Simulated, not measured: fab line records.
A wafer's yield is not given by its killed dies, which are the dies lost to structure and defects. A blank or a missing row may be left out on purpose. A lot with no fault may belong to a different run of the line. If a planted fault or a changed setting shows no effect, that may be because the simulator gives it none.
fab line records + flow sky130
[record]
- lots = 11
- wafers = 33
- last-day = 49
route steps=708 shown METAL1@451 VIA1@460 METAL2@488
lots untouched by any fault: they come from a run of this same line in which no faults occurred
start-h: hours from the record's first day to the start of the lot's first wafer shown + wait-h: time in hours since the lot's previous step + " same as the row above + L1.1+2: one row covering several wafers at once + - value missing, or start not given + * or withheld: withheld + < > ~ a bound
route shown NAME@n: a module of which the file shows steps, and the number in the route of the first + usual: mean/standard deviation of fault-free wafers + same: alike in all rows + chamber/n: place in a boat + sites: each site's reading + _std_site: how widely they spread, as a standard deviation + _edge_site: outer sites' mean less inner sites' + radius-mm: for every site, how far away it sits from the centre of the wafer + mask NAME#n: copy n + behind: tool/chamber where the wafer was last shaped + hold: the reason the lot was held/the length of the hold in hours/how it ended + device: transistor that didn't switch, given as n, p or np + end of line: tests of these same wafers at the route's end + where a step has no rows: the recipe by itself + killed: not the wafer's yield, but the dies lost to structure and defects at the first sort + map: a wafer's dies, marking killed ones x, the rest . and places with no die _
set.NAME: the run value of the setting; set.NAME@STEP: its run value at that earlier step + model.NAME: the simulator's own value behind a step, which no gauge read
the route's steps for a sample of lots (tables are steps, rows are wafers)
services: a tool's chamber out of use, with start hour (start-h, from the record's first day; less than 0 if before it), hours out, and reason
[[steps]]
[step SKY_METAL1_DESCUM_17]
[recipe]
- chemistry = O2
- source-power-w = 150
- bias-power-w = 0
- pressure-mtorr = 10
- temp-c = 40
- time-s = 8
[usual]
- chamber-pressure-mTorr = 10.000/0.009
- drypump-motor-current-A = 5.8/0.47
- oes-product-au = 1.000/0.0072
[same]
- bias-power-w = 0
| lot.wafer | tool         | chamber | start-h | wait-h | chamber-pressure-mTorr | drypump-motor-current-A | oes-product-au | rf-hours-counter-h |
|-----------|--------------|---------|---------|--------|------------------------|-------------------------|----------------|--------------------|
| L946.2    | rie-metal-03 | 1       | 774.38  | 0.0    | 10.016                 | 6.0                     | 1.007          | 9                  |
| L946.3    | "            | 1       | "       | "      | 9.990                  | 6.1                     | 0.994          | -                  |
| L946.5    | "            | 0       | "       | "      | 9.992                  | 6.4                     | 1.003          | -                  |
| L947.2    | rie-metal-03 | 0       | 785.94  | 0.0    | 10.009                 | 6.4                     | 1.002          | -                  |
| L947.3    | "            | 0       | "       | "      | 10.002                 | 6.4                     | 1.003          | -                  |
| L947.4    | "            | 0       | "       | "      | 9.998                  | 6.4                     | 1.001          | -                  |
| L950.4    | rie-metal-04 | 1       | 800.33  | 0.0    | 9.996                  | 5.9                     | 1.014          | -                  |
| L950.5    | "            | 1       | "       | "      | 9.982                  | 5.8                     | 1.002          | -                  |
| L950.6    | "            | 0       | "       | "      | 10.009                 | 4.7                     | 1.004          | -                  |
| L955.3    | rie-metal-01 | 0       | 849.99  | 0.0    | 10.004                 | 5.6                     | 0.999          | -                  |
| L955.4    | "            | 1       | "       | "      | 9.992                  | 5.6                     | 0.991          | -                  |
| L955.5    | "            | 0       | "       | "      | 10.004                 | 5.6                     | 1.010          | -                  |
| L957.2    | rie-metal-03 | 0       | 856.82  | 0.0    | 9.993                  | 6.3                     | 0.997          | 4                  |
| L957.4    | "            | 0       | "       | "      | 10.008                 | 6.4                     | 0.995          | -                  |
| L957.6    | "            | 0       | "       | "      | 10.015                 | 6.4                     | 0.994          | -                  |
| L956.2    | rie-metal-04 | 0       | 857.18  | 0.0    | 9.999                  | 4.7                     | 1.006          | 6                  |
| L956.4    | "            | 0       | "       | "      | 10.002                 | 4.7                     | 1.010          | -                  |
| L956.5    | "            | 1       | "       | "      | 10.005                 | 5.9                     | 1.002          | -                  |
| L958.2    | rie-metal-03 | 0       | 866.38  | 0.0    | 9.992                  | 6.3                     | 1.000          | 4                  |
| L958.4    | "            | 1       | "       | "      | 9.997                  | 6.0                     | 0.991          | -                  |
| L958.5    | "            | 1       | "       | "      | 9.990                  | 6.1                     | 1.002          | -                  |
| L959.1    | rie-metal-03 | 0       | 867.97  | 0.0    | 10.006                 | 6.4                     | 0.996          | 5                  |
| L959.4    | "            | 1       | "       | "      | 10.023                 | 6.1                     | 0.997          | -                  |
| L959.5    | "            | 0       | "       | "      | 10.007                 | 6.3                     | 0.994          | -                  |
| L960.2    | rie-metal-01 | 0       | 877.33  | 0.0    | 10.003                 | 5.6                     | 0.996          | 3                  |
| L960.5    | "            | 1       | "       | "      | 9.994                  | 5.6                     | 1.007          | -                  |
| L960.6    | "            | 0       | "       | "      | 10.011                 | 5.6                     | 1.000          | -                  |
| L962.2    | rie-metal-01 | 1       | 888.97  | 0.0    | 10.002                 | 5.5                     | 1.009          | 8                  |
| L962.3    | "            | 1       | "       | "      | 9.992                  | 5.5                     | 1.009          | -                  |
| L962.4    | "            | 0       | "       | "      | 9.990                  | 5.6                     | 0.992          | -                  |
| L964.1    | rie-metal-04 | 1       | 898.04  | 0.0    | 10.006                 | 5.8                     | 0.987          | 10                 |
| L964.5    | "            | 0       | "       | "      | 10.002                 | 4.6                     | 0.998          | -                  |
| L964.6    | "            | 1       | "       | "      | 9.982                  | 5.8                     | 0.994          | -                  |
[step SKY_VIA1_CMP_02]
[recipe]
- material = SiO2
- down-force-psi = 4
- platen-rpm = 60
- pad-velocity-m-s = 0.94248
[usual]
- head-pressure-psi = 4.000/0.0081
- motor-current-A = 12.3/1.8
- retaining-ring-pressure-frac = 1.001/0.0046
- slurry-flow-ml-min = 149.9/0.5
| lot.wafer | tool   | chamber | start-h | wait-h | head-pressure-psi | motor-current-A | retaining-ring-pressure-frac | slurry-flow-ml-min |
|-----------|--------|---------|---------|--------|-------------------|-----------------|------------------------------|--------------------|
| L946.2    | cmp-02 | 1       | 775.34  | 0.0    | 3.999             | 12.4            | 1.000                        | 150.3              |
| L946.3    | "      | 2       | "       | "      | 3.998             | 14.5            | 1.001                        | 150.3              |
| L946.5    | "      | 2       | "       | "      | 3.987             | 14.6            | 1.005                        | 150.2              |
| L947.2    | cmp-01 | 3       | 787.11  | 0.1    | 4.000             | 14.3            | 1.002                        | 150.3              |
| L947.4    | "      | 0       | "       | "      | 4.009             | 10.0            | 1.002                        | 149.2              |
| L947.3    | "      | 1       | "       | "      | 3.990             | 12.2            | 0.993                        | 149.4              |
| L950.4    | cmp-02 | 2       | 801.37  | 0.1    | 3.999             | 14.9            | 0.994                        | 150.7              |
| L950.6    | "      | 1       | "       | "      | 4.001             | 12.1            | 1.010                        | 150.4              |
| L950.5    | "      | 2       | "       | "      | 3.999             | 13.7            | 1.001                        | 149.6              |
| L955.3    | cmp-02 | 0       | 851.27  | 0.1    | 3.999             | 11.4            | 1.001                        | 149.4              |
| L955.4    | "      | 1       | "       | "      | 3.994             | 12.8            | 0.997                        | 150.9              |
| L955.5    | "      | 3       | "       | "      | 3.996             | 10.1            | 1.002                        | 150.9              |
| L957.2    | cmp-01 | 1       | 857.81  | 0.0    | 4.002             | 12.8            | 1.006                        | 149.6              |
| L957.4    | "      | 3       | "       | "      | 4.001             | 15.4            | 0.998                        | 150.1              |
| L957.6    | "      | 1       | "       | "      | 3.999             | 12.0            | 0.997                        | 149.5              |
| L956.4    | cmp-02 | 0       | 858.19  | 0.1    | 4.007             | 10.5            | 1.001                        | 149.3              |
| L956.2    | "      | 1       | "       | "      | 3.995             | 12.6            | 1.005                        | 149.1              |
| L956.5    | "      | 0       | "       | "      | 4.009             | 11.1            | 1.003                        | 149.4              |
| L958.2    | cmp-02 | 0       | 867.33  | 0.0    | 3.999             | 11.6            | 1.004                        | 150.9              |
| L958.4    | "      | 2       | "       | "      | 4.000             | 14.8            | 0.996                        | 149.6              |
| L958.5    | "      | 0       | "       | "      | 3.996             | 11.1            | 1.001                        | 150.3              |
| L959.4    | cmp-02 | 0       | 868.96  | 0.0    | 4.003             | 11.1            | 1.004                        | 149.9              |
| L959.1    | "      | 3       | "       | "      | 4.007             | 10.0            | 0.994                        | 150.0              |
| L959.5    | "      | 1       | "       | "      | 3.996             | 12.8            | 1.000                        | 149.7              |
| L960.2    | cmp-01 | 0       | 878.41  | 0.1    | 4.010             | 10.0            | 1.006                        | 149.8              |
| L960.5    | "      | 2       | "       | "      | 4.007             | 12.1            | 1.002                        | 150.2              |
| L960.6    | "      | 3       | "       | "      | 3.986             | 15.3            | 0.993                        | 150.1              |
| L962.4    | cmp-02 | 3       | 890.31  | 0.1    | 4.009             | 11.0            | 1.003                        | 150.1              |
| L962.3    | "      | 0       | "       | "      | 3.999             | 11.7            | 1.002                        | 149.5              |
| L962.2    | "      | 1       | "       | "      | 3.996             | 12.9            | 1.005                        | 149.9              |
| L964.1    | cmp-02 | 2       | 899.48  | 0.2    | 3.997             | 14.3            | 1.001                        | 150.0              |
| L964.6    | "      | 3       | "       | "      | 4.006             | 10.2            | 1.000                        | 149.8              |
| L964.5    | "      | 0       | "       | "      | 3.983             | 10.9            | 0.997                        | 149.9              |
[step SKY_VIA1_ETCH_15]
[recipe]
- target = SiO2
- chemistry = C4F8/O2/Ar
- target-depth-nm = 351
- stop-on = TiN
- mask-material = KrF-thick
- source-w = 1500
- bias-w = 1200
- pressure-mtorr = 40
- c4f8-flow-sccm = withheld
- O2_flow_sccm = 6
- Ar_flow_sccm = 300
- time-s = 54
[usual]
- chamber-pressure-mTorr = 40.00/0.034
- oes-product-au = 0.980/0.0048
| lot.wafer | tool        | chamber | start-h | wait-h | chamber-pressure-mTorr | oes-product-au | rf-hours-counter-h |
|-----------|-------------|---------|---------|--------|------------------------|----------------|--------------------|
| L946.2    | rie-diel-01 | 1       | 801.75  | 0.0    | 40.00                  | 0.976          | 21                 |
| L946.3    | "           | 3       | "       | "      | 39.97                  | 0.979          | 7                  |
| L946.5    | "           | 1       | "       | "      | 40.04                  | 0.970          | -                  |
| L947.2    | rie-diel-02 | 0       | 813.58  | 0.0    | 40.03                  | 0.987          | 5                  |
| L947.3    | "           | 2       | "       | "      | 39.95                  | 0.973          | 3                  |
| L947.4    | "           | 1       | "       | "      | 40.00                  | 0.983          | 3                  |
| L950.4    | rie-diel-01 | 2       | 827.23  | 0.0    | 40.05                  | 0.977          | 4                  |
| L950.5    | "           | 1       | "       | "      | 39.96                  | 0.975          | -                  |
| L950.6    | "           | 0       | "       | "      | 39.98                  | 0.977          | -                  |
| L955.3    | rie-diel-02 | 0       | 877.72  | 0.0    | 40.02                  | 0.982          | 7                  |
| L955.4    | "           | 2       | "       | "      | 39.97                  | 0.982          | 5                  |
| L955.5    | "           | 1       | "       | "      | 40.01                  | 0.981          | -                  |
| L957.2    | rie-diel-01 | 2       | 884.32  | 0.0    | 40.03                  | 0.985          | 5                  |
| L957.4    | "           | 2       | "       | "      | 40.00                  | 0.985          | -                  |
| L957.6    | "           | 0       | "       | "      | 39.96                  | 0.982          | -                  |
| L956.2    | rie-diel-04 | 3       | 884.72  | 0.0    | 40.02                  | 0.979          | 1                  |
| L956.4    | "           | 2       | "       | "      | 40.00                  | 0.979          | 10                 |
| L956.5    | "           | 1       | "       | "      | 40.01                  | 0.974          | -                  |
| L958.2    | rie-diel-01 | 1       | 893.94  | 0.0    | 39.97                  | 0.979          | 0                  |
| L958.4    | "           | 3       | "       | "      | 40.02                  | 0.978          | -                  |
| L958.5    | "           | 0       | "       | "      | 40.03                  | 0.987          | -                  |
| L959.1    | rie-diel-01 | 0       | 894.67  | 0.0    | 40.03                  | 0.981          | 8                  |
| L959.4    | "           | 0       | "       | "      | 39.99                  | 0.982          | -                  |
| L959.5    | "           | 3       | "       | "      | 40.01                  | 0.984          | -                  |
| L960.2    | rie-diel-01 | 2       | 904.14  | 0.0    | 39.99                  | 0.975          | 5                  |
| L960.5    | "           | 3       | "       | "      | 39.97                  | 0.977          | -                  |
| L960.6    | "           | 2       | "       | "      | 40.01                  | 0.979          | -                  |
| L962.2    | rie-diel-01 | 2       | 915.87  | 0.0    | 40.04                  | 0.930          | 6                  |
| L962.3    | "           | 3       | "       | "      | 40.01                  | 0.919          | 10                 |
| L962.4    | "           | 1       | "       | "      | 39.93                  | 0.927          | 1                  |
| L964.1    | rie-diel-04 | 3       | 924.87  | 0.0    | 39.99                  | 0.928          | 3                  |
| L964.5    | "           | 1       | "       | "      | 40.02                  | 0.925          | -                  |
| L964.6    | "           | 2       | "       | "      | 40.04                  | 0.926          | -                  |
[step SKY_VIA1_CVD_21]
[recipe]
- material = W
- target-thk-nm = 270
- time-s = 80.902
- temp-c = 400
- pressure-torr = 40
[usual]
- heater-power-w = 869/36
| lot.wafer | tool     | chamber | start-h | wait-h | heater-power-w |
|-----------|----------|---------|---------|--------|----------------|
| L946.2    | cvd-w-01 | 1       | 802.45  | 0.0    | 915            |
| L946.3    | "        | 1       | "       | "      | 897            |
| L946.5    | "        | 0       | "       | "      | 789            |
| L947.2    | cvd-w-02 | 0       | 814.28  | 0.0    | 882            |
| L947.3    | "        | 1       | "       | "      | 848            |
| L947.4    | "        | 0       | "       | "      | 901            |
| L950.4    | cvd-w-02 | 1       | 828.03  | 0.1    | 858            |
| L950.5    | "        | 1       | "       | "      | 847            |
| L950.6    | "        | 1       | "       | "      | 877            |
| L955.3    | cvd-w-02 | 1       | 878.49  | 0.1    | 848            |
| L955.4    | "        | 0       | "       | "      | 883            |
| L955.5    | "        | 1       | "       | "      | 883            |
| L957.2    | cvd-w-02 | 0       | 885.03  | 0.0    | 883            |
| L957.4    | "        | 1       | "       | "      | 877            |
| L957.6    | "        | 0       | "       | "      | 883            |
| L956.2    | cvd-w-01 | 1       | 885.43  | 0.0    | 886            |
| L956.4    | "        | 0       | "       | "      | 833            |
| L956.5    | "        | 0       | "       | "      | 803            |
| L958.2    | cvd-w-02 | 0       | 894.63  | 0.0    | 864            |
| L958.4    | "        | 0       | "       | "      | 886            |
| L958.5    | "        | 0       | "       | "      | 914            |
| L959.1    | cvd-w-02 | 0       | 895.41  | 0.0    | 905            |
| L959.4    | "        | 1       | "       | "      | 874            |
| L959.5    | "        | 0       | "       | "      | 876            |
| L960.2    | cvd-w-01 | 1       | 904.83  | 0.0    | 895            |
| L960.5    | "        | 0       | "       | "      | 828            |
| L960.6    | "        | 1       | "       | "      | 931            |
| L962.2    | cvd-w-01 | 0       | 916.57  | 0.0    | 790            |
| L962.3    | "        | 1       | "       | "      | 887            |
| L962.4    | "        | 0       | "       | "      | 835            |
| L964.1    | cvd-w-01 | 1       | 925.57  | 0.0    | 896            |
| L964.5    | "        | 1       | "       | "      | 882            |
| L964.6    | "        | 0       | "       | "      | 815            |
[step SKY_METAL2_RS_MEAS_05]
[recipe]
- thk-meas-gauge = four-point-probe
- reads = TiN_of_METAL2_SPUTTER_04+Ti_of_METAL2_SPUTTER_03+AlCu_of_METAL2_SPUTTER_02+TiN_of_METAL2_SPUTTER_01+Ti_of_METAL2_SPUTTER_00
[usual]
- METAL2_ALCU_RS = 0.1266/0.0011
| lot.wafer | tool          | chamber | start-h | wait-h | METAL2_ALCU_RS[ohm/sq] |
|-----------|---------------|---------|---------|--------|------------------------|
| L946.2    | film-metro-01 | -       | 803.18  | 0.0    | 0.1270                 |
| L946.3    | "             | -       | "       | "      | 0.1253                 |
| L946.5    | "             | -       | "       | "      | 0.1252                 |
| L947.2    | film-metro-03 | -       | 815.02  | 0.0    | 0.1272                 |
| L947.3    | "             | -       | "       | "      | 0.1262                 |
| L947.4    | "             | -       | "       | "      | 0.1266                 |
| L950.4    | film-metro-03 | -       | 828.80  | 0.1    | 0.1275                 |
| L950.5    | "             | -       | "       | "      | 0.1285                 |
| L950.6    | "             | -       | "       | "      | 0.1270                 |
| L955.3    | film-metro-03 | -       | 879.21  | 0.1    | 0.1271                 |
| L955.4    | "             | -       | "       | "      | 0.1268                 |
| L955.5    | "             | -       | "       | "      | 0.1269                 |
| L957.2    | film-metro-04 | -       | 885.76  | 0.0    | 0.1261                 |
| L957.4    | "             | -       | "       | "      | 0.1263                 |
| L957.6    | "             | -       | "       | "      | 0.1261                 |
| L956.2    | film-metro-03 | -       | 886.17  | 0.0    | 0.1260                 |
| L956.4    | "             | -       | "       | "      | 0.1256                 |
| L956.5    | "             | -       | "       | "      | 0.1271                 |
| L958.2    | film-metro-01 | -       | 895.37  | 0.0    | 0.1273                 |
| L958.4    | "             | -       | "       | "      | 0.1270                 |
| L958.5    | "             | -       | "       | "      | 0.1273                 |
| L959.1    | film-metro-04 | -       | 896.13  | 0.0    | 0.1286                 |
| L959.4    | "             | -       | "       | "      | 0.1281                 |
| L959.5    | "             | -       | "       | "      | 0.1275                 |
| L960.2    | film-metro-04 | -       | 905.57  | 0.0    | 0.1262                 |
| L960.5    | "             | -       | "       | "      | 0.1262                 |
| L960.6    | "             | -       | "       | "      | 0.1267                 |
| L962.2    | film-metro-04 | -       | 917.30  | 0.0    | 0.1269                 |
| L962.3    | "             | -       | "       | "      | 0.1271                 |
| L962.4    | "             | -       | "       | "      | 0.1280                 |
| L964.1    | film-metro-04 | -       | 926.28  | 0.0    | 0.1278                 |
| L964.5    | "             | -       | "       | "      | 0.1269                 |
| L964.6    | "             | -       | "       | "      | 0.1266                 |
[[services]]
| tool         | chamber | start-h | hours | kind   |
|--------------|---------|---------|-------|--------|
| cvd-w-02     | 0       | 756.93  | 6.5   | repair |
| cvd-w-02     | -       | 766.53  | 0.5   | repair |
| rie-diel-02  | 1       | 769.39  | 6.9   | repair |
| rie-metal-03 | 1       | 782.05  | 7.8   | repair |
| rie-metal-01 | -       | 783.44  | 0.3   | repair |
| cmp-01       | -       | 802.63  | 6.8   | repair |
| rie-metal-01 | 1       | 807.13  | 8.2   | repair |
| rie-diel-02  | -       | 810.19  | 2.8   | pm     |
| rie-diel-04  | 0       | 817.83  | 17.6  | repair |
| rie-metal-01 | -       | 823.42  | 4.0   | pm     |
| cvd-w-02     | 0       | 824.55  | 13.3  | repair |
| cvd-w-01     | 0       | 825.11  | 5.3   | repair |
| cvd-w-01     | 1       | 829.04  | 9.6   | repair |
| cvd-w-01     | 1       | 856.07  | 4.7   | repair |
| rie-diel-04  | 2       | 861.71  | 1.9   | repair |
| rie-metal-04 | -       | 869.38  | 0.2   | repair |
| cvd-w-01     | -       | 870.89  | 5.2   | repair |
| cmp-01       | -       | 882.57  | 1.7   | repair |
| rie-diel-01  | 2       | 884.93  | 14.6  | repair |
| rie-metal-03 | 1       | 894.38  | 13.9  | repair |
| cvd-w-02     | -       | 904.00  | 14.0  | pm     |
| cmp-01       | -       | 912.00  | 4.0   | pm     |
| rie-metal-04 | -       | 919.38  | 0.6   | repair |
| cmp-01       | -       | 923.52  | 1.3   | repair |
[[key]]
[first-sign]
- step = SKY_VIA1_ETCH_15
- reading = oes-product-au
- direction = down
- sigmas = 11
- usual = 0.980
- struck = 0.926
effect none on later readings
met-at SKY_VIA1_CMP_02
struck-lots L962,L964
not-acting-at SKY_METAL1_DESCUM_17,SKY_VIA1_CVD_21,SKY_METAL2_RS_MEAS_05
onset-between 868.96 890.31
also-fits time
[fault]
- kind = process-parameter-drift
- tool = cmp-02
- chamber = -
- onset-h = 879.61
- steps = SKY_VIA1_CMP_02
- channel = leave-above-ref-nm
- offset = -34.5
- shape = step
- end-h = 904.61
- acts-in = these-recipes-only
- stated = 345
